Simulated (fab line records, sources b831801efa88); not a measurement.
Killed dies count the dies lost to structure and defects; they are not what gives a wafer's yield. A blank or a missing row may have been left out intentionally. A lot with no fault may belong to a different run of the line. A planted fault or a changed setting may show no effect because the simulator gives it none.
What tool caused it?	flow sky130	Sampling: 6 lots, 18 wafers, 3 of 708 route steps

WHAT THE GAUGES READ, wafer by wafer
SKY_VT_ADJUST_NCORE_CD_MEAS_07: the cd target is 380 nm.
lot	measured	on	cdNm (nm)
L874	day 9 08:26	cdSem-01	378.6 379.8 378.8
L886	day 13 01:29	cdSem-01	377.9 376.8 379.1
L888	day 13 15:49	cdSem-02	375.1 378.8 377.3
L890	day 14 08:07	cdSem-01	381.1 377.1 380.8
L893	day 15 03:08	cdSem-01	379.8 379.7 379.1

WHICH TOOL RAN EACH LOT (tool, then ch and the chambers of the sampled wafers, then the start)
lot	SKY_FIELD_ISO_CVD_24	SKY_PWDE_STRIP_09
L874	hdpcvd-02 ch 0,2, day 2 22:13	plasmaAsher-01 ch 0,1, day 4 11:35
L884	hdpcvd-01 ch 0,1, day 5 02:31	-
L886	hdpcvd-02 ch 0,1,2, day 5 14:08	plasmaAsher-01 ch 0,1, day 7 09:29
L888	hdpcvd-02 ch 1,2, day 6 00:58	plasmaAsher-01 ch 0,1, day 7 20:53
L890	hdpcvd-02 ch 1,2, day 6 10:44	plasmaAsher-03 ch 0,1, day 8 10:31
L893	hdpcvd-02 ch 0,1,2, day 7 02:52	plasmaAsher-04 ch 0, day 9 02:46
- SKY_FIELD_ISO_CVD_24: deposits SiO2, target thk 595 nm, time 99.2 s.
- SKY_PWDE_STRIP_09: strips in O2/N2.

THE ANSWER, worked out from the rows above alone
Rule: the usual values come from the lots themselves. Put in order of their means at a reading, lots are off if they are a third of the lots or fewer, leave a main group of 4 or more, and stand apart from it by a gap of 3 or more times the standard deviation of the main group's means; of several such gaps the widest counts. If all means in a main group match to the digits the tables above print for the reading, that group is not used. Also off: a lot with no number at a reading for which 4 or more lots have one. The other lots that the step has rows for count as sound.
Across all readings shown, no lot is off: no conclusion can be drawn from this.

WHAT THE SIMULATOR HAD INSERTED
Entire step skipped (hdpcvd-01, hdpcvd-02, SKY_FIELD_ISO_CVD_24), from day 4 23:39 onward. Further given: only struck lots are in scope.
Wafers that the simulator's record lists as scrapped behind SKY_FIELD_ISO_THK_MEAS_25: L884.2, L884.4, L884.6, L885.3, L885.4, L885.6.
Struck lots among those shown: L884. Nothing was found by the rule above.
